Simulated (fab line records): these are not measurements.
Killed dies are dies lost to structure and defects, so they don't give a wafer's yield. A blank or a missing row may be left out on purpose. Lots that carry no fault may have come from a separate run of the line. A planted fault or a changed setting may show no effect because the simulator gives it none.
The same fault as seen by 2 desks | flow sky130 | each desk has only its own numbers; what lay behind them comes last

## TOOL OWNER'S DESK, lpcvd-02
The tool's own readings at SKY_SONOS_ONO_CVD_02 (deposits Si3N4 from DCS/NH3, target thk 10.5 nm, time 180 s): means of the sampled wafers that have a number, for each lot that ran on this tool. The brackets show how far a lot's mean lies from the usual mean; more than 4 standard deviations puts the lot out of limits, marked OUT.
Columns: A = spike-tc-centre-C at SKY_SONOS_ONO_CVD_02, usual 770.6 C; B = spike-tc-lower-C at SKY_SONOS_ONO_CVD_02, usual 770.2 C
lot  | first seen here | A     | B
L726 | day 11 08:47    | 770.7 | 770.5
L727 | day 11 23:35    | 770.9 | 770.2
L729 | day 12 11:35    | 771.7 | 769.7
L730 | day 12 17:13    | 770.5 | 768.7
L731 | day 13 06:50    | 770.2 | 770.6
L732 | day 13 12:34    | 771.1 | 770.8
L733 | day 13 21:08    | 771.7 | 770.9
L735 | day 14 06:49    | 770.1 | 770.5
L736 | day 15 02:39    | 771.3 | 769.0
L738 | day 15 10:29    | 770.7 | 770.5
L742 | day 16 23:58    | 769.7 | 770.0
L749 | day 19 08:07    | 770.1 | 769.0
Result from this desk: across the 12 lots, nothing is out of limits.

## METROLOGY DESK
Lot by lot, what the gauges showed, no matter which tool ran the lot: averages of those sampled wafers that carry a number. The brackets show how far a lot's mean lies from the usual mean; more than 4 standard deviations puts the lot out of limits, marked OUT.
Columns: A = NWELL_OXIDATION_THK at SKY_NWELL_THK_MEAS_02, usual 9.97 nm; B = SONOS_ONO_CVD_02_THK at SKY_SONOS_ONO_THK_MEAS_03, usual 10.46 nm
lot  | first seen here | A     | B
L726 | day 2 10:44     | 10.16 | 10.59
L727 | day 2 20:40     | 10.28 | 10.50
L729 | day 3 04:04     | 10.03 | 10.47
L730 | day 3 10:02     | 9.96  | 10.44
L731 | day 3 17:28     | 10.08 | 10.38
L732 | day 3 20:03     | 9.80  | 10.68
L733 | day 4 01:36     | 10.14 | 10.35
L735 | day 4 08:54     | 9.74  | 10.45
L736 | day 4 17:09     | 9.85  | 10.33
L738 | day 4 23:59     | 10.06 | 10.53
L742 | day 6 00:26     | 10.07 | 7.81 (-20) OUT
L749 | day 7 15:02     | 10.24 | 10.37
This desk reports L742 out of limits; the earliest was L742 at day 17 01:01 (SONOS_ONO_CVD_02_THK at SKY_SONOS_ONO_THK_MEAS_03). L726, L727, L729, L730, L731, L732, L733, L735, L736, L738, L749 stayed within limits.

## BROUGHT TOGETHER
Metrology desk: alarm possible at day 17 01:01 on L742.
The desk of the tool owner found nothing out of limits.
The tool owner's desk has L742 on record, within its limits.
On lpcvd-02, each named lot ran SKY_SONOS_ONO_CVD_02.

## WHAT THE SIMULATOR PUT IN
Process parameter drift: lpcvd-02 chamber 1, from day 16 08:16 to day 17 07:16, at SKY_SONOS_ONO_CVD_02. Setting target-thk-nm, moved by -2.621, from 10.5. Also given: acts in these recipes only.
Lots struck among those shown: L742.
Per desk, hours elapsed from the start of the fault to the first reading out of limits: for the metrology desk, 17.
